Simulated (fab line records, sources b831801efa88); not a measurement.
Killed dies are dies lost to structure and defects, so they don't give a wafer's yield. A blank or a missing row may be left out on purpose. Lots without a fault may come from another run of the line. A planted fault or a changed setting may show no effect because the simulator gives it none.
Chamber matching | flow sky130 | SKY_VIA3_CMP_24 on cmp-01: 4 sister chambers
The step polishes, stops on SiO2, t overpolish 20 s, target thk 0 nm. 8 wafers are shown with their chamber, then 9 later ones without.

WAFERS WITH THEIR CHAMBER
wafer  | chamber | motor_current_A (A) | time_to_endpoint_s (s)
L092.1 | 2       | 12.3                | 93
L092.5 | 3       | 13.9                | 100
L094.4 | 0       | 10.3                | 97
L094.5 | 0       | 10.3                | 99
L094.6 | 1       | 11.3                | 94
L094.1 | 3       | 14.0                | 99
L094.2 | 2       | 12.2                | 95
L094.3 | 1       | 11.2                | 94

WAFERS WITHOUT THEIR CHAMBER
wafer  | motor_current_A (A) | time_to_endpoint_s (s)
L096.1 | 10.3                | 96
L096.3 | 12.1                | 90
L096.6 | 13.9                | 95
L096.2 | 13.0                | 92
L096.4 | 11.0                | 93
L096.5 | 12.2                | 92
L097.2 | 12.4                | 96
L097.4 | 10.9                | 99
L097.6 | 10.9                | 102

WHICH CHAMBER EACH WENT THROUGH
wafer  | from the rows above     | in truth
L096.1 | 0                       | 0
L096.3 | 2                       | 2
L096.6 | 3                       | 3
L096.2 | 2                       | 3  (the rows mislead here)
L096.4 | 1                       | 1
L096.5 | 2                       | 2
L097.2 | 2                       | 2
L097.4 | 1                       | 1
L097.6 | can't be placed: 1 or 0 | 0
Placed correctly: 7 of 9. Can't be placed from these rows: 1 (the true chamber is among the candidates in 1). Placed wrongly: 1.
How it was worked out, from the rows above alone: a wafer's distance from a chamber is the root of the sum, over the readings, of the square of ((its reading less the chamber's mean) divided by the reading's scatter). The wafer belongs to the nearest chamber; if the next one is less than 2 further off, it can't be placed. A chamber's mean is the mean of its shown wafers. The scatter: the root of (the sum of the squares of (reading less its chamber's mean) over the shown wafers, divided by (wafers less chambers)).
